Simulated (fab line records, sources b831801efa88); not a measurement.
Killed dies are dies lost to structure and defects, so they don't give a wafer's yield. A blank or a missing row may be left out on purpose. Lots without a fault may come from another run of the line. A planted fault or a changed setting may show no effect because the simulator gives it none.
A struck lot beside a sound one | flow sky130 | 15 steps out of a route of 708
Sound: wafers L198.1, L198.3, L198.4. Struck: wafers L203.1, L203.2, L203.4. The cause comes at the end.
At each step with rows: each side's tool, then ch and its chambers, then its first start. Under that, the readings that differ: sound wafers | struck wafers | difference of the means | sigmas: that difference in standard deviations of wafers without a fault.
alike: readings whose means differ by less than 2 such deviations, and words and numbers that are the same on both sides. not compared: withheld readings, readings that some wafer has no value for, bounds like >300 that may hide the same value, and numbers for which the record gives no deviation and whose values overlap.
The two part at a step that has a row with sigmas, a row that says differs or no value, or rows on one side only. Numbers that don't overlap but have no deviation are shown without sigmas and don't part them. A reading that every wafer of one side lacks parts them only if that side has two wafers or more.

SKY_LDD_HVP_OVL_MEAS_07:
  sound on overlay-02, day 24 02:58; struck on overlay-01, day 26 00:58
  alike: LDD_HVP_OVL
then, 1 step without rows for these wafers: SKY_LDD_HVP_IMPLANT_08.
SKY_LDD_HVP_STRIP_09: strips in O2/N2.
  sound on plasma_asher-03 ch 0,1, day 24 03:09; struck on plasma_asher-03 ch 0,1, day 26 01:09
  alike: drypump_motor_current_A, oes_product_au, strip_time_to_endpoint_s
  not compared: rf_hours_counter_h
SKY_LDD_HVP_TW_MEAS_10:
  sound on film_metro-04, day 24 03:15; struck on film_metro-02, day 26 01:15
  reading    | sound       | struck      | difference | sigmas
  LDD_HVP_TW | 463 461 463 | 455 456 455 | -7         | -2
then, 7 steps without rows for these wafers: SKY_LDD_LDN_DEHYDRATE_00 (time 60 s); SKY_LDD_LDN_HMDS_01 (prime time 60 s); SKY_LDD_LDN_COAT_02 (resist thk 1140 nm); SKY_LDD_LDN_SOFTBAKE_03 (time 60 s); SKY_LDD_LDN_EXPOSE_04 (exposes mask LDNTM, target cd 700 nm); SKY_LDD_LDN_PEB_05; SKY_LDD_LDN_DEVELOP_06 (develop time 60 s).
SKY_LDD_LDN_OVL_MEAS_07:
  sound on overlay-02, day 25 08:01; struck on overlay-01, day 27 06:37
  alike: LDD_LDN_OVL
SKY_LDD_LDN_IMPLANT_08:
  sound on implanter-01 ch 0, day 25 08:03; struck on implanter-01 ch 0, day 27 06:39
  reading                   | sound                | struck               | difference | sigmas
  beam_energy_keV           | 14.996 15.001 15.003 | 19.949 19.950 19.952 | +4.950     | +99 or more
  model.implant.rp_nm (nm)  | 12.75 12.75 12.75    | 15.24 15.24 15.24    | +2.49      |
  model.implant.drp_nm (nm) | 5.933 5.933 5.933    | 7.2 7.2 7.2          | +1.3       |
then, 1 step without rows for these wafers: SKY_LDD_LDN_IMPLANT_09.
-- the record jumps here: 21 days lie between the struck wafers' starts before and after (it left off in module LDD_LDN and takes up again in module PAD_OPEN, whose first step shown is number 708 of the route) --
SKY_PAD_OPEN_PROBE_99:
  sound on prober-01, day 47 11:53; struck on prober-02, day 48 17:47
  reading                         | sound          | struck         | difference | sigmas
  model.etest.tip_sonos.rs_ohm_sq | 2655 2585 2605 | 2512 2494 2522 | -106       |
  alike: killed_at_M0_to_M3, killed_at_M4_up, killed_at_contacts, killed_at_front_end, killed_at_other, killed_dies, killed_open, killed_short

WHERE THEY PART
First at SKY_LDD_HVP_TW_MEAS_10; last, within this record, at SKY_LDD_LDN_IMPLANT_08. Later steps at which nothing parts them and some readings are alike: SKY_PAD_OPEN_PROBE_99.

WHY: what the simulator had put in
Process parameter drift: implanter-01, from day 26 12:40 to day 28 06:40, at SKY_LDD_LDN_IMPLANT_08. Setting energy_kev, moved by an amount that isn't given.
